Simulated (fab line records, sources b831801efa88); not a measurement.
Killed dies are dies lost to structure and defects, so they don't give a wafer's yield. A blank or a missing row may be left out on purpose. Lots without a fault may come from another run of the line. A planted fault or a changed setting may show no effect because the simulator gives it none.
fab line records | flow sky130
record lots=6 wafers=18 last_day=49
route steps=708 shown LDD_N@249 LDD_P@255 PAD_OPEN@708
lots that met no fault: from a run of the same line without faults
start_h: hours from the record's first day to the start of the lot's first wafer shown | wait_h: hours since the lot's step before | " the same as in the row above | L1.1+2: a row that stands for several wafers | - no value, or no start given | * or withheld: withheld | < > ~ a bound
route shown NAME@n: a module of which the file shows steps, and the number in the route of the first | usual: mean/standard deviation of fault-free wafers | same: alike in all rows | chamber/n: place in a boat | sites: the reading at each site | _std_site: their standard deviation | _edge_site: outer sites' mean less inner sites' | radius_mm: how far each site lies from the wafer's centre | mask NAME#n: copy n | behind: the tool/chamber that last shaped the wafer | hold: why the lot was held/for how many hours/how that ended | device: the transistor (n, p or np) that didn't switch | end of line: the same wafers' tests at the end of the route | a step without rows: its recipe alone | killed: dies lost to structure and defects at the first sort, not the wafer's yield | map: a wafer's dies, x killed, . not, _ none there
set.NAME: the setting as run; set.NAME@STEP: as run at that earlier step | model.NAME: the simulator's own value behind a step, which no gauge read
lots at some steps of the route; a table a step, a row a wafer
services: from which hour (start_h, from the record's first day; less than 0 if before it) a tool's chamber was out of use, for how many hours, and why
## steps
# step SKY_LDD_N_IMPLANT_12
# recipe species=BF2 energy_kev=50 dose_cm2=5e+12 tilt_deg=30 rotation_deg=0
# step SKY_LDD_N_IMPLANT_13
# recipe species=BF2 energy_kev=50 dose_cm2=5e+12 tilt_deg=30 rotation_deg=90
# step SKY_LDD_N_IMPLANT_14
# recipe species=BF2 energy_kev=50 dose_cm2=5e+12 tilt_deg=30 rotation_deg=180
# step SKY_LDD_N_IMPLANT_15
# recipe species=BF2 energy_kev=50 dose_cm2=5e+12 tilt_deg=30 rotation_deg=270
# step SKY_LDD_N_STRIP_16
# recipe chemistry=O2/N2 power_w=1400 pressure_mtorr=1500 platen_temp_c=withheld o2_flow_sccm=3000 n2_flow_sccm=300 overash_fraction=0.5
# usual drypump_motor_current_A=5.7/0.42 oes_product_au=0.407/0.0047 strip_time_to_endpoint_s=4.302/0.015
# columns lot.wafer tool chamber start_h wait_h drypump_motor_current_A oes_product_au rf_hours_counter_h strip_time_to_endpoint_s
L796.1 plasma_asher-01 0 423.69 0.1 6.2 0.412 63 4.314
L796.4 " 1 " " 5.6 0.401 - 4.291
L796.5 " 0 " " 6.2 0.400 - 4.300
L803.1 plasma_asher-01 1 474.34 0.1 5.6 0.405 68 4.296
L803.2 " 0 " " 6.2 0.410 68 4.296
L803.5 " 1 " " 5.6 0.414 - 4.281
L805.3 plasma_asher-01 1 491.52 0.1 5.6 0.410 - 4.314
L805.4 " 0 " " 6.2 0.405 - 4.289
L805.5 " 0 " " 6.2 0.404 - 4.293
L811.1 plasma_asher-03 1 535.19 0.1 5.5 0.407 38 4.313
L811.3 " 0 " " 5.3 0.412 - 4.326
L811.6 " 0 " " 5.3 0.409 - 4.357
L812.1 plasma_asher-01 0 569.50 0.1 6.1 0.409 78 4.288
L812.2 " 1 " " 5.7 0.400 78 4.268
L812.5 " 1 " " 5.6 0.403 - 4.289
L815.2 plasma_asher-01 1 574.50 0.1 5.6 0.399 79 4.297
L815.5 " 0 " " 6.1 0.411 - 4.281
L815.6 " 1 " " 5.6 0.406 - 4.303
# step SKY_LDD_N_TW_MEAS_17
# usual LDD_N_TW=2587/31
# columns lot.wafer tool chamber start_h wait_h LDD_N_TW
L796.1 film_metro-01 - 423.84 0.1 2574
L796.4 " - " " 2572
L796.5 " - " " 2583
L803.1 film_metro-02 - 474.44 0.1 2533
L803.2 " - " " 2532
L803.5 " - " " 2532
L805.3 film_metro-01 - 491.61 0.1 2570
L805.4 " - " " 2564
L805.5 " - " " 2568
L811.1 film_metro-02 - 535.29 0.1 2545
L811.3 " - " " 2553
L811.6 " - " " 2553
L812.1 film_metro-03 - 569.60 0.1 2615
L812.2 " - " " 2608
L812.5 " - " " 2607
L815.2 film_metro-03 - 574.61 0.1 2606
L815.5 " - " " 2626
L815.6 " - " " 2616
# step SKY_LDD_P_DEHYDRATE_00
# recipe temp_c=200 time_s=60
# step SKY_LDD_P_HMDS_01
# recipe prime_time_s=60 prime_temp_c=120
# step SKY_LDD_P_COAT_02
# recipe resist=NOVOLAK spin_rpm=3000 resist_thk_nm=1140
# step SKY_LDD_P_SOFTBAKE_03
# recipe temp_c=90 time_s=60 resist=NOVOLAK
# step SKY_LDD_P_EXPOSE_04
# recipe mask_id=PSDM na=0.6 source_shape=conventional sigma_outer=0.6 polarization=unpolarized target_cd_nm=380 dose_mj=138
# step SKY_LDD_P_PEB_05
# recipe temp_c=withheld time_s=* resist=NOVOLAK
# step SKY_LDD_P_DEVELOP_06
# recipe resist=NOVOLAK developer=TMAH develop_time_s=60 dev_temp_c=23
# usual chill_plate_temp_C=22.99/0.11 developer_temp_C=23.00/0.11
# columns lot.wafer tool chamber start_h wait_h chill_plate_temp_C developer_temp_C
L796.1 litho_track-01 0 454.06 0.1 23.03 23.01
L796.4 " 0 " " 23.08 22.93
L796.5 " 0 " " 23.04 23.01
L803.1 litho_track-01 0 505.06 0.1 23.12 22.38
L803.2 " 0 " " 23.12 22.38
L803.5 " 0 " " 22.96 22.35
L805.3 litho_track-01 0 522.06 0.1 22.97 22.27
L805.4 " 0 " " 23.00 22.21
L805.5 " 0 " " 22.79 22.20
L811.1 litho_track-03 0 564.18 0.1 23.06 22.88
L811.3 " 0 " " 22.95 22.91
L811.6 " 0 " " 23.05 22.91
L812.1 litho_track-02 0 598.51 0.1 22.94 23.23
L812.2 " 0 " " 22.82 22.97
L812.5 " 0 " " 22.88 23.10
L815.2 litho_track-03 0 603.70 0.1 22.81 22.88
L815.5 " 0 " " 23.01 23.08
L815.6 " 0 " " 22.85 22.93
# step SKY_LDD_P_CD_MEAS_07
# recipe target_cd_nm=380
# usual cd_nm=379.9/2.7
# columns lot.wafer tool chamber start_h wait_h cd_nm
L796.1 cd_sem-01 - 454.21 0.1 382.1
L796.4 " - " " 380.0
L796.5 " - " " 381.3
L803.1 cd_sem-01 - 505.21 0.1 377.4
L803.2 " - " " 380.5
L803.5 " - " " 379.0
L805.3 cd_sem-02 - 522.20 0.1 380.0
L805.4 " - " " 380.5
L805.5 " - " " 379.0
L811.1 cd_sem-01 - 564.33 0.1 379.7
L811.3 " - " " 379.8
L811.6 " - " " 380.0
L812.1 cd_sem-02 - 598.66 0.1 379.8
L812.2 " - " " 377.7
L812.5 " - " " 378.5
L815.2 cd_sem-01 - 604.01 0.3 376.5
L815.5 " - " " 380.4
L815.6 " - " " 379.0
# step SKY_PAD_OPEN_PROBE_99
# usual killed_at_M0_to_M3=43/7.1 killed_at_M4_up=3.0/1.6 killed_at_contacts=24/5.3 killed_at_front_end=16/4.1 killed_at_other=0.5/0.82 killed_dies=86/9.4 killed_open=46/6.9 killed_short=39/6.5
# same gross_dies=492 killed_at_back_side=0
# columns lot.wafer tool chamber start_h wait_h killed_at_M0_to_M3 killed_at_M4_up killed_at_contacts killed_at_front_end killed_at_other killed_dies killed_open killed_short
L796.1 prober-01 - 1086.21 0.1 43 3 30 21 0 97 52 45
L796.4 prober-01 - 1086.36 0.2 34 1 33 18 0 86 44 42
L796.5 prober-01 - 1086.41 0.2 42 3 23 14 1 83 46 35
L803.1 prober-01 - 1118.78 0.1 51 3 24 20 0 98 54 44
L803.2 prober-01 - 1118.83 0.1 44 2 19 14 0 79 38 41
L803.5 prober-01 - 1118.98 0.2 50 2 28 12 1 93 47 46
L805.3 prober-01 - 1132.48 0.2 50 5 16 19 0 90 53 37
L805.4 prober-01 - 1132.53 0.2 47 2 20 14 1 84 44 39
L805.5 prober-01 - 1132.58 0.2 40 1 24 20 0 85 45 40
L811.1 prober-02 - 1160.03 0.1 40 2 26 20 1 89 48 41
L811.3 prober-02 - 1160.13 0.2 40 1 23 11 0 75 46 29
L811.6 prober-02 - 1160.28 0.2 50 5 21 12 0 88 38 50
L812.1 prober-01 - 1180.72 0.1 42 3 26 22 1 94 56 35
L812.2 prober-01 - 1180.77 0.1 48 2 19 9 0 78 51 25
L812.5 prober-01 - 1180.92 0.2 43 0 26 14 0 83 47 35
L815.2 prober-01 - 1183.37 0.1 38 3 19 25 0 85 45 40
L815.5 prober-01 - 1183.52 0.2 31 2 24 18 0 75 43 32
L815.6 prober-01 - 1183.57 0.2 30 0 34 12 0 76 41 35
# killed by level:class
L796.1 VIA1:geometric_particle:open=14 CONTACT:geometric_particle:short=9 LI_CONTACT:geometric_particle:open=7 METAL1:geometric_particle:short=7 FIELD_ISO:geometric_particle:short=6 CONTACT:geometric_particle:open=6 VIA2:geometric_particle:open=5 VIA3:geometric_particle:open=5
L796.4 CONTACT:geometric_particle:open=10 LOCAL_INTERCONNECT:geometric_particle:short=9 LI_CONTACT:geometric_particle:open=8 VIA1:geometric_particle:open=7 POLY_GATE:geometric_particle:short=5 VIA3:geometric_particle:open=5 METAL2:geometric_particle:short=5 FIELD_ISO:geometric_particle:open=4
L796.5 VIA1:geometric_particle:open=13 LI_CONTACT:geometric_particle:open=9 VIA2:geometric_particle:open=7 METAL1:geometric_particle:short=6 LOCAL_INTERCONNECT:geometric_particle:short=5 VIA3:geometric_particle:open=5 POLY_GATE:geometric_particle:open=4 POLY_GATE:geometric_particle:short=4
L803.1 CONTACT:geometric_particle:open=9 VIA1:geometric_particle:open=8 VIA2:geometric_particle:open=7 METAL2:geometric_particle:short=6 VIA3:geometric_particle:open=6 FIELD_ISO:geometric_particle:open=5 LI_CONTACT:geometric_particle:open=5 LOCAL_INTERCONNECT:geometric_particle:short=5
L803.2 VIA1:geometric_particle:open=8 VIA2:geometric_particle:open=7 CONTACT:geometric_particle:open=6 METAL1:geometric_particle:short=6 VIA2:geometric_particle:short=5 VIA3:geometric_particle:open=5 POLY_GATE:geometric_particle:short=4 LI_CONTACT:geometric_particle:open=4
L803.5 METAL1:geometric_particle:short=10 VIA3:geometric_particle:open=9 LI_CONTACT:geometric_particle:open=8 CONTACT:geometric_particle:open=8 LI_CONTACT:geometric_particle:short=6 VIA1:geometric_particle:open=6 METAL2:geometric_particle:short=6 VIA1:geometric_particle:short=6
L805.3 CONTACT:geometric_particle:open=11 VIA1:geometric_particle:open=11 VIA2:geometric_particle:open=9 VIA3:geometric_particle:open=6 VIA1:geometric_particle:short=5 METAL2:geometric_particle:short=5 METAL1:geometric_particle:short=4 FIELD_ISO:geometric_particle:short=3
L805.4 VIA1:geometric_particle:open=12 VIA2:geometric_particle:open=10 CONTACT:geometric_particle:open=9 METAL2:geometric_particle:short=7 FIELD_ISO:geometric_particle:short=5 CONTACT:geometric_particle:short=5 METAL1:geometric_particle:short=4 VIA1:geometric_particle:short=4
L805.5 CONTACT:geometric_particle:open=9 VIA1:geometric_particle:open=9 LOCAL_INTERCONNECT:geometric_particle:short=7 POLY_GATE:geometric_particle:short=6 VIA1:geometric_particle:short=6 VIA3:geometric_particle:open=6 POLY_GATE:geometric_particle:open=4 METAL1:geometric_particle:short=4
L811.1 CONTACT:geometric_particle:open=10 VIA1:geometric_particle:open=9 LI_CONTACT:geometric_particle:open=8 VIA1:geometric_particle:short=6 CONTACT:geometric_particle:short=5 FIELD_ISO:geometric_particle:open=4 FIELD_ISO:geometric_particle:short=4 SONOS_ONO:geometric_particle:short=4
L811.3 VIA1:geometric_particle:open=10 VIA2:geometric_particle:open=10 CONTACT:geometric_particle:open=8 LI_CONTACT:geometric_particle:open=7 POLY_GATE:geometric_particle:short=4 CONTACT:geometric_particle:short=4 METAL1:geometric_particle:short=4 VIA2:geometric_particle:short=4
L811.6 METAL2:geometric_particle:short=10 VIA1:geometric_particle:short=8 VIA1:geometric_particle:open=8 VIA2:geometric_particle:open=7 CONTACT:geometric_particle:open=6 METAL4:geometric_particle:short=5 CONTACT:geometric_particle:short=5 VIA3:geometric_particle:open=5
L812.1 CONTACT:geometric_particle:open=11 VIA3:geometric_particle:open=7 FIELD_ISO:geometric_particle:open=6 LI_CONTACT:geometric_particle:open=6 METAL2:geometric_particle:short=6 VIA2:geometric_particle:open=6 POLY_GATE:geometric_particle:open=5 VIA1:geometric_particle:open=5
L812.2 VIA3:geometric_particle:open=12 VIA1:geometric_particle:open=9 CONTACT:geometric_particle:open=8 VIA2:geometric_particle:open=8 LI_CONTACT:geometric_particle:open=6 METAL2:geometric_particle:short=5 VIA1:geometric_particle:short=4 POLY_GATE:geometric_particle:short=3
L812.5 VIA3:geometric_particle:open=11 VIA2:geometric_particle:open=9 LI_CONTACT:geometric_particle:short=8 CONTACT:geometric_particle:open=8 LI_CONTACT:geometric_particle:open=5 VIA1:geometric_particle:open=5 METAL2:geometric_particle:short=5 FIELD_ISO:geometric_particle:short=4
L815.2 VIA1:geometric_particle:open=10 POLY_GATE:geometric_particle:short=9 CONTACT:geometric_particle:open=8 VIA1:geometric_particle:short=7 FIELD_ISO:geometric_particle:short=6 VIA2:geometric_particle:open=6 VIA3:geometric_particle:open=6 POLY_GATE:geometric_particle:open=4
L815.5 VIA1:geometric_particle:open=11 CONTACT:geometric_particle:open=8 METAL1:geometric_particle:short=5 LI_CONTACT:geometric_particle:open=4 LI_CONTACT:geometric_particle:short=4 CONTACT:geometric_particle:short=4 FIELD_ISO:geometric_particle:open=3 FIELD_ISO:geometric_particle:short=3
L815.6 CONTACT:geometric_particle:open=13 LOCAL_INTERCONNECT:geometric_particle:short=8 VIA1:geometric_particle:open=7 POLY_GATE:geometric_particle:short=6 LI_CONTACT:geometric_particle:open=6 VIA3:geometric_particle:open=4 VIA1:geometric_particle:short=4 CONTACT:geometric_particle:short=3
## services
# columns tool chamber start_h hours kind
plasma_asher-03 - 503.19 2.9 repair
plasma_asher-01 - 581.99 2.8 pm
## key
first_sign step=SKY_LDD_P_DEVELOP_06 reading=developer_temp_C direction=down sigmas=6.5 usual=* struck=*
effect none on later readings
met_at SKY_LDD_P_DEVELOP_06
struck_wafers L803.1,L803.2,L803.5,L805.3,L805.4,L805.5
tester_left_out L803,L805
loop_trim step=SKY_LDD_P_EXPOSE_04 setting=dose lots=L805
onset_between 454.06 505.06
fault kind=process_parameter_drift tool=litho_track-01 chamber=- onset_h=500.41 steps=SKY_LDD_P_DEVELOP_06 channel=dev_temp_c offset=* shape=step end_h=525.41 acts_in=* stated=*
# tester_left_out: of these lots the tester's yield and bins aren't shown, on N5 and GAA mostly nor the transistor test; their killed dies are dies lost to structure and defects alone, not to doping, threshold or leakage, so they don't give the yield
# loop_trim: a control loop set the setting to another value than it would have without faults
